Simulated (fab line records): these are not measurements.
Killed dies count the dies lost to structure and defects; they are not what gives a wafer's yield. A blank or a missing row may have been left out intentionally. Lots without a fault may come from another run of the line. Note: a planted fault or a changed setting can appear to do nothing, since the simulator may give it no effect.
Matching of chambers || flow sky130 || SKY_LI_CONTACT_CMP_24 on cmp-02: 4 sister chambers
The step polishes, stops on PSG, t overpolish 20 s, target thk 0 nm. 8 wafers are shown with their chamber, then 9 later ones without.

## WAFERS PAIRED WITH THEIR CHAMBERS
{"wafer": "L107.3", "chamber": 3, "motor current A (A)": 10.4, "time to endpoint s (s)": 101}
{"wafer": "L113.5", "chamber": 3, "motor current A (A)": 11.2, "time to endpoint s (s)": 95}
{"wafer": "L115.1", "chamber": 2, "motor current A (A)": 10.9, "time to endpoint s (s)": 96}
{"wafer": "L118.5", "chamber": 0, "motor current A (A)": 10.7, "time to endpoint s (s)": 103}
{"wafer": "L118.6", "chamber": 1, "motor current A (A)": 11.9, "time to endpoint s (s)": 96}
{"wafer": "L119.2", "chamber": 2, "motor current A (A)": 11.0, "time to endpoint s (s)": 98}
{"wafer": "L119.3", "chamber": 1, "motor current A (A)": 12.7, "time to endpoint s (s)": 95}
{"wafer": "L119.5", "chamber": 0, "motor current A (A)": 10.4, "time to endpoint s (s)": 99}

## WAFERS WITH NO CHAMBER GIVEN
{"wafer": "L121.3", "motor current A (A)": 12.3, "time to endpoint s (s)": 99}
{"wafer": "L121.4", "motor current A (A)": 11.1, "time to endpoint s (s)": 98}
{"wafer": "L121.6", "motor current A (A)": 11.4, "time to endpoint s (s)": 103}
{"wafer": "L122.1", "motor current A (A)": 10.9, "time to endpoint s (s)": 93}
{"wafer": "L122.2", "motor current A (A)": 12.3, "time to endpoint s (s)": 97}
{"wafer": "L122.4", "motor current A (A)": 10.5, "time to endpoint s (s)": 99}
{"wafer": "L127.1", "motor current A (A)": 10.9, "time to endpoint s (s)": 98}
{"wafer": "L127.3", "motor current A (A)": 10.8, "time to endpoint s (s)": 101}
{"wafer": "L127.4", "motor current A (A)": 12.6, "time to endpoint s (s)": 95}

## CHAMBER TAKEN BY EACH
{"wafer": "L121.3", "from the rows above": 1, "in truth": 1}
{"wafer": "L121.4", "from the rows above": "can't be placed: 2 or 3 or 0", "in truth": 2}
{"wafer": "L121.6", "from the rows above": "can't be placed: 0 or 3 or 2 or 1", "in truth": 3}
{"wafer": "L122.1", "from the rows above": "can't be placed: 2 or 3 or 0 or 1", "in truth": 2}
{"wafer": "L122.2", "from the rows above": 1, "in truth": 1}
{"wafer": "L122.4", "from the rows above": "can't be placed: 0 or 3 or 2", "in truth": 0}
{"wafer": "L127.1", "from the rows above": "can't be placed: 3 or 2 or 0", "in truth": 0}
{"wafer": "L127.3", "from the rows above": "can't be placed: 0 or 3 or 2", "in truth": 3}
{"wafer": "L127.4", "from the rows above": 1, "in truth": 1}
3 of 9 placed correctly. Unplaceable from these rows: 6, with the true chamber sitting among the candidates in 6. Placed wrongly: 0.
How it was worked out, from the rows above alone: a wafer's distance from a chamber is the root of the sum, over the readings, of the square of ((its reading less the chamber's mean) divided by the reading's scatter). If the next closest chamber is less than 2 further off than the closest, the wafer can't be placed; otherwise it belongs to the closest. For every chamber, the mean is computed from those of its wafers that are shown. The scatter is the square root of a quotient: the sum, over the shown wafers, of each reading's squared deviation from its chamber's mean, divided by wafers minus chambers.
